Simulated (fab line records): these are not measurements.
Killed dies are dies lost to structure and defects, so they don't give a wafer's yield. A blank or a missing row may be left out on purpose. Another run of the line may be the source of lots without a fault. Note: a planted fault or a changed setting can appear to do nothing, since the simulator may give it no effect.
2 desks looking at one fault || flow gf180mcu || every desk sees just its own numbers, and what lay behind them comes last

== TOOL OWNER'S DESK, rtp anneal-02 ==
At GF_PSD_RTA_13 (time 20 s), the tool's own readings, given per lot that ran on this tool as the mean of the sampled wafers with a number. The brackets show how far a lot's mean lies from the usual mean; more than 4 standard deviations puts the lot out of limits, marked OUT.
Columns: A = lamp power pct at GF_PSD_RTA_13, usual 37 %; B = run length s at GF_PSD_RTA_13, usual 49.15 s; C = wafer_temp_C_max at GF_PSD_RTA_13, usual 1030.5
{"lot": "L938", "first seen here": "day 16 06:02", "A": 34, "B": 49.14, "C": 1030.4}
{"lot": "L941", "first seen here": "day 17 07:56", "A": 34, "B": 49.00, "C": 1029.4}
{"lot": "L943", "first seen here": "day 18 11:35", "A": 34, "B": 49.30, "C": 1031.4}
{"lot": "L944", "first seen here": "day 18 13:16", "A": 34, "B": 48.99, "C": 1030.2}
{"lot": "L946", "first seen here": "day 19 22:51", "A": 34, "B": "71.94 (+99 or more) OUT", "C": 1030.8}
{"lot": "L947", "first seen here": "day 20 09:12", "A": 34, "B": "71.78 (+99 or more) OUT", "C": 1029.9}
This desk finds L946, L947 out of limits, L946 being first, at day 19 22:51 (run length s at GF_PSD_RTA_13). L938, L941, L943, L944 stayed within limits.

== FROM THE METROLOGY DESK ==
What the gauges read for every lot (on any tool): the sampled wafers with a number, averaged. The brackets show how far a lot's mean lies from the usual mean; more than 4 standard deviations puts the lot out of limits, marked OUT.
Columns: A = HV_LDD_CVD_56_THK at GF_HV_LDD_THK_MEAS_57, usual 90.1 nm; B = NSD_TW at GF_NSD_TW_MEAS_12, usual 4238; C = NSD_RS at GF_PSD_RS_MEAS_14, usual 46.13 ohm/sq; D = PSD_RS at GF_PSD_RS_MEAS_15, usual 108.61 ohm/sq
{"lot": "L932", "first seen here": "day 12 17:22", "A": 89.6, "B": 4219, "C": 46.07, "D": 108.28}
{"lot": "L934", "first seen here": "day 13 11:10", "A": 90.1, "B": 4257, "C": 46.20, "D": 108.95}
{"lot": "L935", "first seen here": "day 13 22:43", "A": 88.5, "B": 4299, "C": 46.16, "D": 108.82}
{"lot": "L937", "first seen here": "day 14 04:01", "A": 91.0, "B": 4250, "C": 46.08, "D": 108.30}
{"lot": "L938", "first seen here": "day 14 11:08", "A": 90.0, "B": 4277, "C": 46.23, "D": 108.82}
{"lot": "L940", "first seen here": "day 15 06:34", "A": 90.0, "B": 4165, "C": 46.14, "D": 108.69}
{"lot": "L941", "first seen here": "day 15 11:28", "A": 90.7, "B": 4162, "C": 46.20, "D": 108.68}
{"lot": "L942", "first seen here": "day 15 20:00", "A": 89.6, "B": 4247, "C": 46.18, "D": 108.81}
{"lot": "L943", "first seen here": "day 16 12:44", "A": 88.5, "B": 4265, "C": 46.23, "D": 108.95}
{"lot": "L944", "first seen here": "day 16 14:11", "A": 91.1, "B": 4278, "C": 46.10, "D": 108.56}
{"lot": "L946", "first seen here": "day 17 23:17", "A": 89.2, "B": 4206, "C": "42.19 (-47) OUT", "D": "101.68 (-26) OUT"}
{"lot": "L947", "first seen here": "day 18 09:57", "A": 91.0, "B": 4250, "C": "42.00 (-49) OUT", "D": "101.37 (-27) OUT"}
This desk reports L946, L947 out of limits; the earliest was L946 at day 19 22:56 (NSD_RS at GF_PSD_RS_MEAS_14). L932, L934, L935, L937, L938, L940, L941, L942, L943, L944 stayed within limits.

== BROUGHT TOGETHER ==
An alarm could have come from the tool owner's desk at day 19 22:51, on L946, L947.
Metrology desk: alarm possible at day 19 22:56 on L946, L947.
Every lot named ran GF_PSD_RTA_13 on rtp anneal-02.

== WHAT WAS PUT IN BY THE SIMULATOR ==
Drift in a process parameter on rtp anneal-02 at GF_PSD_RTA_13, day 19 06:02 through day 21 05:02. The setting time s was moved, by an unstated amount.
Shown lots that were struck: L946, L947.
Time in hours from fault onset to the first out-of-limits reading at each desk: tool owner's desk 17, metrology desk 17.
